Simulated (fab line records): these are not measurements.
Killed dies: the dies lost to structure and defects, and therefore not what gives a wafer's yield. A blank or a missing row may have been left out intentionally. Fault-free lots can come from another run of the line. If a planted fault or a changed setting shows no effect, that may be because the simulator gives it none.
fab line records | flow gf180mcu
record: lots: 12 | wafers: 36 | last-day: 34
route steps=602 shown LVPWELL@63 VT_IMPLANT@108 DUAL_GATE@154
lots that met no fault: from a run of the same line without faults
start-h: start of the lot's first displayed wafer, in hours after the record's first day | wait-h: hours since the lot's step before | " same as the row above | L1.1+2: one row covering several wafers at once | - value missing, or start not given | * or withheld: withheld | < > ~ a bound
route shown NAME@n: a module of which the file shows steps, and the number in the route of the first | usual: mean and standard deviation over wafers with no fault | same: alike in all rows | chamber/n: place in a boat | sites: each site's reading | _std_site: how widely they spread, as a standard deviation | _edge_site: the outer-site mean with the inner-site mean subtracted | radius-mm: how far each site lies from the wafer's centre | mask NAME#n: copy n | behind: the most recent tool/chamber to have shaped the wafer | hold: why the lot was held/for how many hours/how that ended | device: whichever transistor did not switch (one of n, p or np) | end of line: at the end of the route, the tests of the same wafers | step lacking rows: just its recipe | killed: the dies lost at the first sort to structure and to defects; this is not the yield of the wafer | map: dies across one wafer; x = killed, . = not, _ = none there
set.NAME: the run value of the setting; set.NAME@STEP: its run value at that earlier step | model.NAME: the simulator's own value behind a step, which no gauge read
steps of the route over a sample of lots; a table a step, a row a wafer
services: the hour from which a tool's chamber was out of use, counted from the record's first day as start-h (under 0 if before that day), plus the number of hours and why
== steps ==
step: GF_LVPWELL_IMPLANT_09
recipe: species: B | energy-kev: 60 | dose-cm2: 5e+12 | tilt-deg: 0
usual: beam-on-s: 10.01/0.19 | faraday-current-uA: 28.2/0.53 | tilt-deg: -0.003/0.019
lot.wafer | tool         | chamber | start-h | wait-h | beam-on-s | faraday-current-uA | tilt-deg
L583.1    | implanter-03 | 0       | 69.52   | 0.1    | 9.90      | 28.6               | -0.024
L583.4    | "            | 0       | "       | "      | 9.99      | 28.2               | -0.002
L583.5    | "            | 0       | "       | "      | 10.07     | 28.0               | 0.002
L584.1    | implanter-01 | 0       | 73.62   | 0.1    | 9.76      | 28.9               | 0.035
L584.2    | "            | 0       | "       | "      | 9.97      | 28.4               | 0.032
L584.3    | "            | 0       | "       | "      | 9.96      | 28.3               | 0.018
L585.1    | implanter-01 | 0       | 83.17   | 0.1    | 10.07     | 28.0               | 0.026
L585.3    | "            | 0       | "       | "      | 9.82      | 28.6               | 0.022
L585.5    | "            | 0       | "       | "      | 9.95      | 28.4               | 0.012
L589.1    | implanter-03 | 0       | 105.38  | 0.1    | 9.90      | 28.5               | -0.036
L589.2    | "            | 0       | "       | "      | 9.89      | 28.4               | -0.013
L589.5    | "            | 0       | "       | "      | 9.92      | 28.4               | 0.022
L591.3    | implanter-02 | 0       | 116.28  | 0.1    | 10.27     | 27.5               | -0.016
L591.4    | "            | 0       | "       | "      | 9.91      | 28.4               | 0.011
L591.5    | "            | 0       | "       | "      | 9.93      | 28.3               | 0.008
L592.3    | implanter-01 | 0       | 118.43  | 0.1    | 13.04     | 21.6               | 0.024
L592.4    | "            | 0       | "       | "      | 13.23     | 21.4               | 0.011
L592.6    | "            | 0       | "       | "      | 12.81     | 22.0               | -0.009
L595.1    | implanter-01 | 0       | 138.48  | 0.1    | 12.74     | 22.2               | 0.008
L595.3    | "            | 0       | "       | "      | 12.40     | 22.7               | 0.032
L595.6    | "            | 0       | "       | "      | 12.86     | 21.9               | 0.018
L598.1    | implanter-03 | 0       | 154.53  | 0.1    | 10.09     | 28.0               | 0.017
L598.2    | "            | 0       | "       | "      | 10.01     | 28.1               | -0.005
L598.3    | "            | 0       | "       | "      | 10.51     | 26.8               | -0.009
L601.1    | implanter-02 | 0       | 169.72  | 0.1    | 9.88      | 28.5               | -0.017
L601.3    | "            | 0       | "       | "      | 9.95      | 28.4               | 0.000
L601.6    | "            | 0       | "       | "      | 10.24     | 27.6               | 0.015
L602.1    | implanter-02 | 0       | 175.83  | 0.1    | 9.94      | 28.3               | -0.005
L602.2    | "            | 0       | "       | "      | 9.86      | 28.5               | -0.040
L602.5    | "            | 0       | "       | "      | 9.69      | 29.1               | -0.031
L603.2    | implanter-02 | 0       | 183.17  | 0.1    | 10.07     | 28.1               | -0.021
L603.3    | "            | 0       | "       | "      | 10.19     | 27.5               | 0.008
L603.4    | "            | 0       | "       | "      | 9.94      | 28.4               | 0.014
L604.1    | implanter-02 | 0       | 188.78  | 0.1    | 10.24     | 27.5               | 0.016
L604.5    | "            | 0       | "       | "      | 9.94      | 28.3               | 0.001
L604.6    | "            | 0       | "       | "      | 10.35     | 27.4               | -0.026
step: GF_LVPWELL_TW_MEAS_11
usual: LVPWELL_TW: 563/3.4
lot.wafer | tool          | chamber | start-h | wait-h | LVPWELL_TW
L583.1    | film-metro-02 | -       | 69.77   | 0.1    | 559
L583.4    | "             | -       | "       | "      | 560
L583.5    | "             | -       | "       | "      | 558
L584.1    | film-metro-03 | -       | 73.87   | 0.1    | 564
L584.2    | "             | -       | "       | "      | 567
L584.3    | "             | -       | "       | "      | 567
L585.1    | film-metro-03 | -       | 83.42   | 0.1    | 564
L585.3    | "             | -       | "       | "      | 564
L585.5    | "             | -       | "       | "      | 563
L589.1    | film-metro-03 | -       | 105.63  | 0.1    | 559
L589.2    | "             | -       | "       | "      | 560
L589.5    | "             | -       | "       | "      | 563
L591.3    | film-metro-02 | -       | 116.50  | 0.1    | 556
L591.4    | "             | -       | "       | "      | 562
L591.5    | "             | -       | "       | "      | 559
L592.3    | film-metro-04 | -       | 118.65  | 0.1    | 577
L592.4    | "             | -       | "       | "      | 575
L592.6    | "             | -       | "       | "      | 576
L595.1    | film-metro-04 | -       | 138.73  | 0.1    | 581
L595.3    | "             | -       | "       | "      | 578
L595.6    | "             | -       | "       | "      | 575
L598.1    | film-metro-03 | -       | 154.78  | 0.1    | 561
L598.2    | "             | -       | "       | "      | 561
L598.3    | "             | -       | "       | "      | 562
L601.1    | film-metro-02 | -       | 169.97  | 0.1    | 559
L601.3    | "             | -       | "       | "      | 564
L601.6    | "             | -       | "       | "      | 563
L602.1    | film-metro-04 | -       | 176.08  | 0.1    | 567
L602.2    | "             | -       | "       | "      | 569
L602.5    | "             | -       | "       | "      | 566
L603.2    | film-metro-03 | -       | 183.41  | 0.1    | 555
L603.3    | "             | -       | "       | "      | 558
L603.4    | "             | -       | "       | "      | 556
L604.1    | film-metro-02 | -       | 189.03  | 0.1    | 558
L604.5    | "             | -       | "       | "      | 560
L604.6    | "             | -       | "       | "      | 564
step: GF_VT_IMPLANT_OVL_MEAS_18
usual: VT_IMPLANT_01_OVL: 0.7/1.4
lot.wafer | tool       | chamber | start-h | wait-h | VT_IMPLANT_01_OVL[nm]
L583.1    | overlay-01 | -       | 126.79  | 0.1    | -2.9
L583.4    | "          | -       | "       | "      | 0.3
L583.5    | "          | -       | "       | "      | -0.3
L584.1    | overlay-02 | -       | 131.59  | 0.1    | 0.7
L584.2    | "          | -       | "       | "      | 1.1
L584.3    | "          | -       | "       | "      | 1.8
L585.1    | overlay-02 | -       | 141.84  | 0.1    | -0.7
L585.3    | "          | -       | "       | "      | 2.6
L585.5    | "          | -       | "       | "      | 2.5
L589.1    | overlay-01 | -       | 167.99  | 0.1    | 3.0
L589.2    | "          | -       | "       | "      | 2.2
L589.5    | "          | -       | "       | "      | 1.4
L591.3    | overlay-02 | -       | 179.80  | 0.1    | 1.1
L591.4    | "          | -       | "       | "      | 1.8
L591.5    | "          | -       | "       | "      | 1.9
L592.3    | overlay-02 | -       | 183.12  | 0.1    | -1.4
L592.4    | "          | -       | "       | "      | -1.8
L592.6    | "          | -       | "       | "      | -0.7
L595.1    | overlay-02 | -       | 204.64  | 0.1    | 0.3
L595.3    | "          | -       | "       | "      | 0.9
L595.6    | "          | -       | "       | "      | 0.4
L598.1    | overlay-01 | -       | 223.29  | 0.1    | 0.5
L598.2    | "          | -       | "       | "      | -1.5
L598.3    | "          | -       | "       | "      | 0.0
L601.1    | overlay-01 | -       | 240.69  | 0.1    | 2.1
L601.3    | "          | -       | "       | "      | 2.4
L601.6    | "          | -       | "       | "      | 0.5
L602.1    | overlay-02 | -       | 248.30  | 0.1    | -1.0
L602.2    | "          | -       | "       | "      | 0.8
L602.5    | "          | -       | "       | "      | -0.4
L603.2    | overlay-01 | -       | 255.71  | 0.1    | 1.4
L603.3    | "          | -       | "       | "      | 2.1
L603.4    | "          | -       | "       | "      | 1.2
L604.1    | overlay-02 | -       | 261.45  | 0.1    | 1.7
L604.5    | "          | -       | "       | "      | 1.4
L604.6    | "          | -       | "       | "      | 0.2
step: GF_VT_IMPLANT_RTA_45
recipe: temp-c: 1050 | time-s: 30 | ambient: N2
usual: chamber-o2-ppm: 1.998/0.022 | lamp-power-pct: 38.9/2.4 | wafer_temp_C_max: 1053.0/0.7
lot.wafer | tool          | chamber | start-h | wait-h | chamber-o2-ppm | lamp-power-pct | wafer_temp_C_max
L583.1    | rtp-anneal-01 | 0       | 158.75  | 0.0    | 1.956          | 35.7           | 1052.3
L583.4    | "             | 0       | "       | "      | 2.019          | 35.7           | 1052.0
L583.5    | "             | 0       | "       | "      | 2.032          | 35.8           | 1051.6
L584.1    | rtp-anneal-01 | 0       | 163.55  | 0.0    | 2.040          | 35.7           | 1052.8
L584.2    | "             | 0       | "       | "      | 1.991          | 35.7           | 1053.4
L584.3    | "             | 0       | "       | "      | 2.056          | 35.7           | 1052.5
L585.1    | rtp-anneal-01 | 0       | 175.09  | 0.0    | 2.040          | 35.8           | 1052.8
L585.3    | "             | 0       | "       | "      | 1.979          | 35.7           | 1052.6
L585.5    | "             | 0       | "       | "      | 2.012          | 35.7           | 1052.9
L589.1    | rtp-anneal-02 | 0       | 201.79  | 0.0    | 1.997          | 40.7           | 1052.3
L589.2    | "             | 0       | "       | "      | 1.981          | 40.8           | 1052.6
L589.5    | "             | 0       | "       | "      | 2.006          | 40.8           | 1053.5
L591.3    | rtp-anneal-01 | 0       | 214.29  | 0.0    | 1.989          | 35.6           | 1052.1
L591.4    | "             | 0       | "       | "      | 1.994          | 35.8           | 1052.5
L591.5    | "             | 0       | "       | "      | 2.006          | 35.8           | 1053.3
L592.3    | rtp-anneal-02 | 0       | 218.63  | 0.0    | 2.015          | 40.8           | 1054.1
L592.4    | "             | 0       | "       | "      | 2.018          | 40.7           | 1052.2
L592.6    | "             | 0       | "       | "      | 1.966          | 40.7           | 1052.2
L595.1    | rtp-anneal-02 | 0       | 241.80  | 0.0    | 2.000          | 40.7           | 1054.1
L595.3    | "             | 0       | "       | "      | 1.997          | 40.7           | 1053.6
L595.6    | "             | 0       | "       | "      | 1.983          | 40.8           | 1053.7
L598.1    | rtp-anneal-02 | 0       | 260.78  | 0.0    | 2.001          | 40.8           | 1053.0
L598.2    | "             | 0       | "       | "      | 2.016          | 40.7           | 1052.7
L598.3    | "             | 0       | "       | "      | 1.988          | 40.7           | 1052.9
L601.1    | rtp-anneal-02 | 0       | 277.81  | 0.0    | 1.952          | 40.7           | 1053.9
L601.3    | "             | 0       | "       | "      | 1.990          | 40.8           | 1053.9
L601.6    | "             | 0       | "       | "      | 1.964          | 40.6           | 1053.0
L602.1    | rtp-anneal-02 | 0       | 287.03  | 0.0    | 2.035          | 40.8           | 1052.5
L602.2    | "             | 0       | "       | "      | 2.013          | 40.7           | 1053.5
L602.5    | "             | 0       | "       | "      | 2.007          | 40.8           | 1053.2
L603.2    | rtp-anneal-02 | 0       | 295.81  | 0.0    | 2.000          | 40.8           | 1052.4
L603.3    | "             | 0       | "       | "      | 2.021          | 40.7           | 1053.1
L603.4    | "             | 0       | "       | "      | 1.976          | 40.8           | 1052.0
L604.1    | rtp-anneal-02 | 0       | 302.03  | 0.0    | 2.044          | 40.7           | 1053.7
L604.5    | "             | 0       | "       | "      | 2.031          | 40.8           | 1053.7
L604.6    | "             | 0       | "       | "      | 2.027          | 40.8           | 1051.4
step: GF_VT_IMPLANT_RS_MEAS_48
recipe: thk-meas-gauge: four-point-probe
usual: LVPWELL_RS: 1195.9/2.8
lot.wafer | tool          | chamber | start-h | wait-h | LVPWELL_RS[ohm/sq]
L583.1    | film-metro-03 | -       | 159.09  | 0.1    | 1191.0
L583.4    | "             | -       | "       | "      | 1192.0
L583.5    | "             | -       | "       | "      | 1191.5
L584.1    | film-metro-03 | -       | 163.89  | 0.1    | 1195.5
L584.2    | "             | -       | "       | "      | 1194.5
L584.3    | "             | -       | "       | "      | 1196.9
L585.1    | film-metro-04 | -       | 175.43  | 0.1    | 1200.4
L585.3    | "             | -       | "       | "      | 1199.1
L585.5    | "             | -       | "       | "      | 1201.4
L589.1    | film-metro-02 | -       | 202.13  | 0.1    | 1199.9
L589.2    | "             | -       | "       | "      | 1198.2
L589.5    | "             | -       | "       | "      | 1200.5
L591.3    | film-metro-03 | -       | 214.63  | 0.1    | 1196.7
L591.4    | "             | -       | "       | "      | 1194.3
L591.5    | "             | -       | "       | "      | 1195.4
L592.3    | film-metro-04 | -       | 218.98  | 0.1    | 1140.5
L592.4    | "             | -       | "       | "      | 1137.7
L592.6    | "             | -       | "       | "      | 1139.2
L595.1    | film-metro-02 | -       | 242.14  | 0.1    | 1135.0
L595.3    | "             | -       | "       | "      | 1137.4
L595.6    | "             | -       | "       | "      | 1137.1
L598.1    | film-metro-03 | -       | 261.12  | 0.1    | 1197.7
L598.2    | "             | -       | "       | "      | 1197.0
L598.3    | "             | -       | "       | "      | 1198.1
L601.1    | film-metro-02 | -       | 278.15  | 0.1    | 1197.8
L601.3    | "             | -       | "       | "      | 1190.2
L601.6    | "             | -       | "       | "      | 1195.6
L602.1    | film-metro-02 | -       | 287.37  | 0.1    | 1192.1
L602.2    | "             | -       | "       | "      | 1190.2
L602.5    | "             | -       | "       | "      | 1192.8
L603.2    | film-metro-03 | -       | 296.15  | 0.1    | 1198.1
L603.3    | "             | -       | "       | "      | 1197.3
L603.4    | "             | -       | "       | "      | 1196.2
L604.1    | film-metro-04 | -       | 302.37  | 0.1    | 1199.0
L604.5    | "             | -       | "       | "      | 1198.0
L604.6    | "             | -       | "       | "      | 1198.5
step: GF_DUAL_GATE_STRIP_13
recipe: chemistry: O2/N2 | power-w: 1400 | pressure-mtorr: 1500 | platen-temp-c: 250 | o2-flow-sccm: 3000 | n2-flow-sccm: 300 | overash-fraction: 0.5
usual: drypump-motor-current-A: 5.8/0.52 | heater-power-w: 334/32 | oes-product-au: 0.716/0.005 | strip-time-to-endpoint-s: 12.63/0.037
lot.wafer | tool            | chamber | start-h | wait-h | drypump-motor-current-A | heater-power-w | oes-product-au | rf-hours-counter-h | strip-time-to-endpoint-s
L583.1    | plasma-asher-02 | 0       | 177.51  | 0.0    | 6.2                     | 343            | 0.720          | 7                  | 12.63
L583.4    | "               | 1       | "       | "      | 5.2                     | 312            | 0.718          | -                  | 12.67
L583.5    | "               | 1       | "       | "      | 5.2                     | 322            | 0.718          | -                  | 12.62
L584.1    | plasma-asher-02 | 1       | 181.86  | 0.0    | 5.2                     | 322            | 0.712          | 8                  | 12.67
L584.2    | "               | 0       | "       | "      | 6.2                     | 332            | 0.722          | 8                  | 12.67
L584.3    | "               | 0       | "       | "      | 6.2                     | 337            | 0.712          | -                  | 12.62
L585.1    | plasma-asher-02 | 1       | 194.61  | 0.0    | 5.2                     | 317            | 0.718          | 9                  | 12.65
L585.3    | "               | 1       | "       | "      | 5.2                     | 313            | 0.707          | -                  | 12.60
L585.5    | "               | 1       | "       | "      | 5.2                     | 319            | 0.711          | -                  | 12.63
L589.1    | plasma-asher-04 | 0       | 222.17  | 0.0    | 5.9                     | 310            | 0.716          | 40                 | 12.61
L589.2    | "               | 1       | "       | "      | 6.6                     | 296            | 0.726          | 40                 | 12.63
L589.5    | "               | 1       | "       | "      | 6.7                     | 297            | 0.721          | -                  | 12.62
L591.3    | plasma-asher-02 | 1       | 234.89  | 0.0    | 5.2                     | 312            | 0.715          | -                  | 12.61
L591.4    | "               | 0       | "       | "      | 6.2                     | 344            | 0.717          | -                  | 12.59
L591.5    | "               | 0       | "       | "      | 6.2                     | 344            | 0.710          | -                  | 12.61
L592.3    | plasma-asher-01 | 0       | 239.43  | 0.0    | 5.1                     | 398            | 0.722          | -                  | 12.62
L592.4    | "               | 1       | "       | "      | 5.7                     | 341            | 0.717          | -                  | 12.59
L592.6    | "               | 1       | "       | "      | 5.7                     | 336            | 0.724          | -                  | 12.62
L595.1    | plasma-asher-04 | 1       | 263.11  | 0.0    | 6.6                     | 289            | 0.722          | 44                 | 12.67
L595.3    | "               | 1       | "       | "      | 6.6                     | 304            | 0.719          | -                  | 12.66
L595.6    | "               | 0       | "       | "      | 5.8                     | 324            | 0.715          | -                  | 12.62
L598.1    | plasma-asher-02 | 0       | 281.50  | 0.0    | 6.2                     | 353            | 0.711          | 18                 | 12.67
L598.2    | "               | 1       | "       | "      | 5.2                     | 314            | 0.713          | 18                 | 12.64
L598.3    | "               | 1       | "       | "      | 5.2                     | 328            | 0.713          | -                  | 12.65
L601.1    | plasma-asher-01 | 1       | 300.80  | 0.0    | 5.7                     | 336            | 0.719          | 64                 | 12.64
L601.3    | "               | 0       | "       | "      | 5.1                     | 396            | 0.722          | -                  | 12.63
L601.6    | "               | 1       | "       | "      | 5.7                     | 331            | 0.707          | -                  | 12.60
L602.1    | plasma-asher-01 | 1       | 310.36  | 0.0    | 5.7                     | 345            | 0.716          | 65                 | 12.56
L602.2    | "               | 0       | "       | "      | 5.1                     | 400            | 0.716          | 65                 | 12.57
L602.5    | "               | 0       | "       | "      | 5.1                     | 394            | 0.718          | -                  | 12.57
L603.2    | plasma-asher-04 | 1       | 319.05  | 0.0    | 6.6                     | 291            | 0.714          | 49                 | 12.59
L603.3    | "               | 0       | "       | "      | 5.8                     | 326            | 0.723          | -                  | 12.61
L603.4    | "               | 1       | "       | "      | 6.6                     | 289            | 0.722          | -                  | 12.60
L604.1    | plasma-asher-02 | 1       | 325.70  | 0.0    | 5.3                     | 321            | 0.708          | 22                 | 12.62
L604.5    | "               | 1       | "       | "      | 5.2                     | 316            | 0.713          | -                  | 12.58
L604.6    | "               | 0       | "       | "      | 6.2                     | 348            | 0.708          | -                  | 12.59
== services ==
tool            | chamber | start-h | hours | kind
implanter-01    | -       | 57.68   | 3.1   | repair
implanter-01    | -       | 60.84   | 4.1   | pm
implanter-01    | -       | 68.80   | 3.6   | repair
plasma-asher-04 | -       | 99.45   | 0.5   | repair
plasma-asher-02 | -       | 108.75  | 9.0   | pm
plasma-asher-02 | -       | 114.79  | 4.6   | repair
implanter-01    | -       | 120.02  | 7.5   | repair
plasma-asher-02 | -       | 124.48  | 2.1   | repair
implanter-01    | -       | 126.25  | 1.5   | repair
plasma-asher-01 | -       | 137.54  | 15.6  | pm
plasma-asher-04 | -       | 154.96  | 24.9  | repair
implanter-02    | -       | 177.55  | 5.1   | pm
plasma-asher-04 | -       | 179.90  | 15.6  | pm
implanter-03    | -       | 189.93  | 1.5   | repair
implanter-03    | -       | 205.76  | 3.3   | pm
implanter-03    | -       | 228.74  | 3.9   | pm
plasma-asher-01 | -       | 230.66  | 0.5   | repair
plasma-asher-02 | -       | 238.25  | 0.7   | repair
implanter-03    | -       | 239.11  | 2.2   | repair
plasma-asher-01 | -       | 244.93  | 3.0   | repair
plasma-asher-01 | -       | 264.39  | 1.0   | repair
implanter-02    | -       | 286.46  | 18.5  | pm
plasma-asher-02 | -       | 307.55  | 3.5   | repair
implanter-01    | -       | 313.60  | 5.6   | pm
== key ==
first-sign: step: GF_LVPWELL_IMPLANT_09 | reading: beam-on-s | direction: up | sigmas: 15 | usual: 10.01 | struck: 12.85
effect: step: GF_LVPWELL_IMPLANT_09 | reading: faraday-current-uA | direction: down | sigmas: 12 | usual: 28.2 | struck: 22.0
effect: step: GF_LVPWELL_TW_MEAS_11 | reading: LVPWELL_TW | direction: up | sigmas: 4.3 | usual: 563 | struck: 577
effect: step: GF_VT_IMPLANT_RS_MEAS_48 | reading: LVPWELL_RS | direction: down | sigmas: 21 | usual: 1195.9 | struck: 1137.8
met-at GF_LVPWELL_IMPLANT_09
struck-lots L592,L595
tester-left-out L592,L595
not-acting-at GF_VT_IMPLANT_OVL_MEAS_18,GF_VT_IMPLANT_RTA_45,GF_DUAL_GATE_STRIP_13
onset-between 83.17 118.43
fault: kind: process-parameter-drift | tool: implanter-01 | chamber: - | onset-h: 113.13 | steps: GF_LVPWELL_IMPLANT_09 | channel: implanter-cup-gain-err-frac | offset: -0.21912 | shape: step | end-h: 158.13
tester-left-out: of these lots the tester's yield and bins aren't shown, on N5 and GAA mostly nor the transistor test; their killed dies are dies lost to structure and defects alone, not to doping, threshold or leakage, so they don't give the yield
